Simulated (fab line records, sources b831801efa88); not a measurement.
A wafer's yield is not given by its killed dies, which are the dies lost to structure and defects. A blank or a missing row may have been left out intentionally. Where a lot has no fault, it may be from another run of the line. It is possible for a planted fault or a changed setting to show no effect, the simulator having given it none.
What tool caused it? ; flow sky130 ; 6 lots, 18 wafers sampled, at 3 steps of a route of 708

WHAT THE GAUGES READ, wafer by wafer
SKY_POLY_CUT_CD_MEAS_08: the cd target is 270 nm.
lot;measured;on;cd-nm (nm)
L907;day 25 07:21;cd-sem-02;269.0 268.4 270.9
L911;day 26 21:50;cd-sem-02;271.7 272.3 271.7
L922;day 30 16:53;cd-sem-02;271.8 272.0 272.0
L925;day 31 19:05;cd-sem-02;268.4 269.4 269.9
L926;day 32 00:21;cd-sem-02;271.2 272.3 271.6

TOOL THAT RAN EACH LOT (tool first, then ch and the chambers of the sampled wafers, then the start)
lot;SKY_LDD_P_STRIP_10;SKY_LDD_LDN_STRIP_12
L907;plasma-asher-01 ch 0,1, day 20 03:23;plasma-asher-01 ch 0,1, day 24 00:10
L911;plasma-asher-01 ch 0, day 21 19:08;plasma-asher-03 ch 1, day 25 15:07
L918;plasma-asher-04 ch 0,1, day 24 11:46;plasma-asher-04 ch 0,1, day 28 05:52
L922;plasma-asher-01 ch 0,1, day 25 19:13;plasma-asher-04 ch 0,1, day 29 10:56
L925;plasma-asher-04 ch 0,1, day 26 23:41;plasma-asher-04 ch 1, day 30 12:46
L926;plasma-asher-01 ch 0,1, day 27 05:02;plasma-asher-01 ch 0,1, day 30 18:34
- SKY_LDD_P_STRIP_10: strips in O2/N2.
- SKY_LDD_LDN_STRIP_12: strips in O2/N2.

THE ANSWER, worked out from the rows above alone
Rule: what is usual is taken from the lots themselves. The widest of any qualifying gaps counts: lots, ordered by their means at a reading, are off when they make up no more than a third of the lots, leave a main group of 4 or more, and stand apart from it by 3 or more times the standard deviation of that group's means. Not used: any main group whose means are identical at the precision the tables above print for the reading. A lot without any number at a reading at which 4 lots or more have one is off too. The other lots that the step has rows for count as sound.
No lot is off on any of the readings shown, so nothing can be concluded from this.

WHAT HAD BEEN PUT IN BY THE SIMULATOR
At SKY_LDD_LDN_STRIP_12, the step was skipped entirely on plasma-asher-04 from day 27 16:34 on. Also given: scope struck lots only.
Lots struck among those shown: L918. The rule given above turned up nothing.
